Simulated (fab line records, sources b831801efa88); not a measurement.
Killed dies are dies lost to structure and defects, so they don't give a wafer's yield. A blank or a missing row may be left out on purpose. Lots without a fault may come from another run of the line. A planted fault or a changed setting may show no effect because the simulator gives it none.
fab line records | flow gf180mcu
record lots=7 wafers=21 last_day=34
route steps=602 shown CONTACT@287
lots that met no fault: from a run of the same line without faults
start_h: hours from the record's first day to the start of the lot's first wafer shown | wait_h: hours since the lot's step before | " the same as in the row above | L1.1+2: a row that stands for several wafers | - no value, or no start given | * or withheld: withheld | < > ~ a bound
route shown NAME@n: a module of which the file shows steps, and the number in the route of the first | usual: mean/standard deviation of fault-free wafers | same: alike in all rows | chamber/n: place in a boat | sites: the reading at each site | _std_site: their standard deviation | _edge_site: outer sites' mean less inner sites' | radius_mm: how far each site lies from the wafer's centre | mask NAME#n: copy n | behind: the tool/chamber that last shaped the wafer | hold: why the lot was held/for how many hours/how that ended | device: the transistor (n, p or np) that didn't switch | end of line: the same wafers' tests at the end of the route | a step without rows: its recipe alone | killed: dies lost to structure and defects at the first sort, not the wafer's yield | map: a wafer's dies, x killed, . not, _ none there
set.NAME: the setting as run; set.NAME@STEP: as run at that earlier step | model.NAME: the simulator's own value behind a step, which no gauge read
lots at some steps of the route; a table a step, a row a wafer
services: from which hour (start_h, from the record's first day; less than 0 if before it) a tool's chamber was out of use, for how many hours, and why
## steps
# step GF_CONTACT_CVD_00
# recipe material=SiO2 target_thk_nm=300 sigma_open_frac=0.3 temp_c=400 time_s=50 sih4_flow_sccm=60 pressure_mtorr=6
# step GF_CONTACT_THK_MEAS_01
# recipe reads=SiO2_of_CONTACT_CVD_00
# usual CONTACT_CVD_00_THK=300/4
# columns lot.wafer tool chamber start_h wait_h CONTACT_CVD_00_THK[nm]
L433.2 film_metro-01 - 336.69 0.0 302
L433.5 " - " " 302
L433.6 " - " " 299
L435.2 film_metro-03 - 358.00 0.0 293
L435.4 " - " " 295
L435.5 " - " " 298
L438.1 film_metro-03 - 385.32 0.0 303
L438.3 " - " " 299
L438.4 " - " " 305
L439.1 film_metro-01 - 393.72 0.0 305
L439.2 " - " " 303
L439.4 " - " " 309
L440.1 film_metro-02 - 403.73 0.0 299
L440.2 " - " " 303
L440.3 " - " " 299
L450.1 film_metro-03 - 488.02 0.0 297
L450.3 " - " " 298
L450.4 " - " " 298
L455.4 film_metro-03 - 528.41 0.0 299
L455.5 " - " " 294
L455.6 " - " " 302
# step GF_CONTACT_CVD_02
# recipe material=SiO2 target_thk_nm=860 precursor=TEOS temp_c=400 time_s=95.992 rf_w=600
# usual heater_power_w=690/81
# columns lot.wafer tool chamber start_h wait_h heater_power_w
L433.2 pecvd-03 1 336.74 0.0 607
L433.5 " 0 " " 627
L433.6 " 2 " " 704
L435.2 pecvd-04 0 358.05 0.0 550
L435.4 " 2 " " 758
L435.5 " 1 " " 708
L438.1 pecvd-01 0 385.38 0.1 685
L438.3 " 2 " " 685
L438.4 " 1 " " 639
L439.1 pecvd-03 2 393.78 0.1 818
L439.2 " 0 " " 795
L439.4 " 1 " " 718
L440.1 pecvd-03 0 403.79 0.1 731
L440.2 " 2 " " 766
L440.3 " 1 " " 664
L450.1 pecvd-01 2 488.08 0.1 683
L450.3 " 0 " " 735
L450.4 " 2 " " 542
L455.4 pecvd-03 2 528.48 0.1 795
L455.5 " 1 " " 698
L455.6 " 0 " " 631
# step GF_CONTACT_THK_MEAS_03
# recipe reads=SiO2_of_CONTACT_CVD_02
# usual CONTACT_CVD_02_THK=863/14
# columns lot.wafer tool chamber start_h wait_h CONTACT_CVD_02_THK[nm]
L433.2 film_metro-02 - 336.82 0.0 836
L433.5 " - " " 865
L433.6 " - " " 856
L435.2 film_metro-02 - 358.13 0.0 856
L435.4 " - " " 858
L435.5 " - " " 864
L438.1 film_metro-02 - 385.45 0.0 879
L438.3 " - " " 864
L438.4 " - " " 872
L439.1 film_metro-01 - 393.85 0.0 851
L439.2 " - " " 849
L439.4 " - " " 844
L440.1 film_metro-03 - 403.86 0.0 846
L440.2 " - " " 856
L440.3 " - " " 826
L450.1 film_metro-01 - 488.15 0.0 836
L450.3 " - " " 851
L450.4 " - " " 861
L455.4 film_metro-01 - 528.54 0.0 888
L455.5 " - " " 862
L455.6 " - " " 881
# step GF_CONTACT_CMP_04
# recipe material=SiO2 down_force_psi=4 platen_rpm=60 pad_velocity_m_s=0.94248
# usual motor_current_A=12.3/1.1 retaining_ring_pressure_frac=1.000/0.0052 time_to_endpoint_s=112/7
# columns lot.wafer tool chamber start_h wait_h motor_current_A retaining_ring_pressure_frac time_to_endpoint_s
L433.2 cmp-01 1 337.02 0.2 9.9 0.999 97
L433.5 " 2 " " 11.7 1.005 108
L433.6 " 3 " " 13.1 1.002 107
L435.4 cmp-02 1 358.23 0.1 11.0 0.998 109
L435.2 " 2 " " 10.6 0.997 111
L435.5 " 1 " " 11.7 1.002 113
L438.3 cmp-02 0 385.51 0.0 14.5 0.992 108
L438.4 " 1 " " 11.9 1.001 119
L438.1 " 3 " " 12.9 0.995 120
L439.2 cmp-01 3 393.91 0.0 12.4 0.996 104
L439.1 " 0 " " 12.2 0.992 114
L439.4 " 2 " " 11.8 1.005 103
L440.1 cmp-02 1 403.92 0.1 10.9 1.000 110
L440.2 " 2 " " 11.2 0.999 112
L440.3 " 0 " " 13.8 0.999 100
L450.4 cmp-01 3 488.21 0.0 13.3 0.999 116
L450.1 " 0 " " 12.1 1.003 112
L450.3 " 2 " " 12.4 0.997 112
L455.4 cmp-01 2 528.67 0.1 12.9 1.002 128
L455.5 " 0 " " 12.3 1.004 125
L455.6 " 1 " " 10.7 0.998 124
# step GF_CONTACT_BOW_MEAS_05
# recipe mode=bow
# usual CONTACT_BOW=67/7.1
# columns lot.wafer tool chamber start_h wait_h CONTACT_BOW[um]
L433.2 film_metro-01 - 337.19 0.1 75
L433.5 " - " " 64
L433.6 " - " " 59
L435.2 film_metro-01 - 358.50 0.2 71
L435.4 " - " " 79
L435.5 " - " " 62
L438.1 film_metro-01 - 385.81 0.1 72
L438.3 " - " " 70
L438.4 " - " " 74
L439.1 film_metro-03 - 394.21 0.2 62
L439.2 " - " " 70
L439.4 " - " " 69
L440.1 film_metro-03 - 404.22 0.2 63
L440.2 " - " " 71
L440.3 " - " " 55
L450.1 film_metro-01 - 488.51 0.2 64
L450.3 " - " " 59
L450.4 " - " " 57
L455.4 film_metro-01 - 528.93 0.2 62
L455.5 " - " " 62
L455.6 " - " " 75
# step GF_CONTACT_DEHYDRATE_06
# recipe temp_c=200 time_s=60
# step GF_CONTACT_HMDS_07
# recipe prime_time_s=60 prime_temp_c=120
# step GF_CONTACT_COAT_08
# recipe resist=BARC temp_c=withheld time_s=withheld spin_rpm=withheld resist_thk_nm=withheld
# step GF_CONTACT_COAT_09
# recipe resist=KrF spin_rpm=withheld resist_thk_nm=1000
# step GF_CONTACT_SOFTBAKE_10
# recipe temp_c=129.5 time_s=60 resist=KrF
# step GF_CONTACT_EXPOSE_11
# recipe mask_id=Contact target_cd_nm=220 na=0.68 source_shape=conventional sigma_outer=0.6 dose_mj=38
# step GF_CONTACT_PEB_12
# recipe peb_temp_c=135 peb_time_s=90 resist=KrF
# usual chill_plate_temp_C=23.02/0.11 exhaust_pa=45.1/0.97
# columns lot.wafer tool chamber start_h wait_h chill_plate_temp_C exhaust_pa
L433.2 litho_track-03 0 357.55 - 23.09 45.3
L433.5 " 0 " " 22.90 44.5
L433.6 " 0 " " 22.96 43.4
L435.2 litho_track-01 0 380.39 - 23.10 45.0
L435.4 " 0 " " 23.01 44.4
L435.5 " 0 " " 23.09 44.8
L438.1 litho_track-03 - 408.67 - - -
L438.3 " - " " - -
L438.4 " - " " - -
L439.1 litho_track-04 - 417.21 - - -
L439.2 " - " " - -
L439.4 " - " " - -
L440.1 litho_track-01 - 428.15 - - -
L440.2 " - " " - -
L440.3 " - " " - -
L450.1 litho_track-04 0 511.41 - 22.91 43.8
L450.3 " 0 " " 23.06 45.1
L450.4 " 0 " " 22.99 44.4
L455.4 litho_track-04 0 551.26 - 23.12 42.9
L455.5 " 0 " " 22.96 44.7
L455.6 " 0 " " 23.07 43.3
# step GF_CONTACT_DEVELOP_13
# recipe develop_time_s=60 resist=KrF dev_temp_c=21
## services
# columns tool chamber start_h hours kind
cmp-01 - 317.39 2.5 repair
cmp-01 - 318.27 1.2 repair
cmp-02 - 322.43 2.5 repair
cmp-02 - 326.65 0.8 repair
pecvd-03 2 337.51 8.7 repair
cmp-01 - 360.82 12.8 pm
pecvd-01 - 368.88 14.0 pm
cmp-01 - 375.87 3.5 repair
cmp-01 - 379.67 2.1 repair
cmp-01 - 387.22 0.9 repair
pecvd-01 - 396.08 0.3 repair
cmp-01 - 399.80 5.3 pm
pecvd-04 0 401.79 15.3 repair
cmp-02 - 404.27 4.0 pm
cmp-02 - 408.27 - consumable_replace:conditioner
pecvd-04 - 423.45 1.1 repair
pecvd-01 1 440.52 3.6 repair
pecvd-01 2 445.74 5.2 repair
pecvd-01 - 459.17 6.0 pm
pecvd-01 - 469.41 1.8 repair
cmp-02 - 493.99 3.3 repair
cmp-02 - 496.72 1.8 repair
pecvd-04 2 521.88 2.1 repair
cmp-02 - 541.03 0.5 repair
## key
first_sign step=GF_CONTACT_PEB_12 reading=tool_record direction=missing
effect none on later readings
met_at GF_CONTACT_PEB_12
struck_wafers L438.1,L438.3,L438.4,L439.1,L439.2,L439.4,L440.1,L440.2,L440.3
later_rows_left_out L438.1,L438.3,L438.4,L439.1,L439.2,L439.4,L440.1,L440.2,L440.3
sort_left_out L438.1,L438.3,L438.4,L439.1,L439.2,L439.4,L440.1,L440.2,L440.3
tester_left_out L438,L439,L440
onset_between 380.39 408.67
fault kind=skipped_step_whole tool=litho_track-01,litho_track-03,litho_track-04 chamber=- onset_h=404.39 steps=GF_CONTACT_PEB_12 scope=struck_lots_only
# tester_left_out: of these lots the tester's yield and bins aren't shown, on N5 and GAA mostly nor the transistor test; their killed dies are dies lost to structure and defects alone, not to doping, threshold or leakage, so they don't give the yield
# sort_left_out: the simulated sort isn't trusted on such a fault, so these wafers' sort isn't shown, and their yield isn't known
# later_rows_left_out: the simulator's readings of these wafers behind a module that went badly wrong aren't trusted and aren't shown, but for the sort
